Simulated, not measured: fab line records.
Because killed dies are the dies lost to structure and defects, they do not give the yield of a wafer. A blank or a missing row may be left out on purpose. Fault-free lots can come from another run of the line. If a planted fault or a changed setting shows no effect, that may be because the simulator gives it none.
A lot that was struck, set against a sound lot || flow sky130 || 14 out of 708 route steps
Sound: wafers L628.1, L628.3, L628.6. Wafers L632.4, L632.5, L632.6 were the ones struck. The cause is named last.
Each step with rows lists, per side, the tool, then ch with its chambers, then its first start. Under that, the readings that differ: sound wafers || struck wafers || difference of the means || sigmas: that difference in standard deviations of wafers without a fault.
alike: words and numbers the same on both sides, and readings whose means are apart by under 2 such deviations; not compared: readings that were withheld, readings missing a value for some wafer, numbers with overlapping values and no deviation given by the record, and bounds like >300 which may hide the same value.
A row with sigmas, a row that says differs or no value, or rows on one side alone: a step with any of these is where the two part. Numbers that have no deviation but don't overlap get no sigmas and don't part them. A reading that every wafer of one side lacks parts them only if that side has two wafers or more.

first, 7 steps without rows for these wafers: SKY_LDD_LDN_DEHYDRATE_00 (time 60 s); SKY_LDD_LDN_HMDS_01 (prime time 60 s); SKY_LDD_LDN_COAT_02 (resist thk 1140 nm); SKY_LDD_LDN_SOFTBAKE_03 (time 60 s); SKY_LDD_LDN_EXPOSE_04 (exposes mask LDNTM, target cd 700 nm); SKY_LDD_LDN_PEB_05; SKY_LDD_LDN_DEVELOP_06 (develop time 60 s).
SKY_LDD_LDN_OVL_MEAS_07:
  sound on overlay-01, day 23 17:35; struck on overlay-01, day 26 05:41
  alike: LDD_LDN_OVL
then, 4 steps without rows for these wafers: SKY_LDD_LDN_IMPLANT_08; SKY_LDD_LDN_IMPLANT_09; SKY_LDD_LDN_IMPLANT_10; SKY_LDD_LDN_IMPLANT_11.
SKY_LDD_LDN_STRIP_12: strips in O2/N2.
  sound on plasma_asher-04 ch 0,1, day 23 18:13; struck on plasma_asher-02 ch 0,1, day 26 06:20
{"reading": "oes_product_au (a.u.)", "sound": "0.718 0.712 0.717", "struck": "0.939 0.941 0.935", "difference": "+0.223", "sigmas": "+56"}
{"reading": "strip_time_to_endpoint_s (s)", "sound": "14.17 14.20 14.17", "struck": "- - -", "difference": "no value on the struck wafers", "sigmas": ""}
{"reading": "model.NOVOLAK_of_LDD_LDN_COAT_02.thk_nm (nm)", "sound": "0 0 0", "struck": "327.8 326.7 327.4", "difference": "+327.3", "sigmas": ""}
  alike: drypump_motor_current_A, n2_flow_sccm
  not compared: rf_hours_counter_h
SKY_LDD_LDN_TW_MEAS_13:
  sound on film_metro-02, day 23 18:19; struck on film_metro-04, day 26 06:26
  alike: LDD_LDN_TW

## WHERE THEY PART
Only at SKY_LDD_LDN_STRIP_12, within this record. Later steps at which nothing parts them and some readings are alike: SKY_LDD_LDN_TW_MEAS_13.

WHY: what had been put in by the simulator
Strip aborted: plasma_asher-02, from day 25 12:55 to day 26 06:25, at SKY_LDD_LDN_STRIP_12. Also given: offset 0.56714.
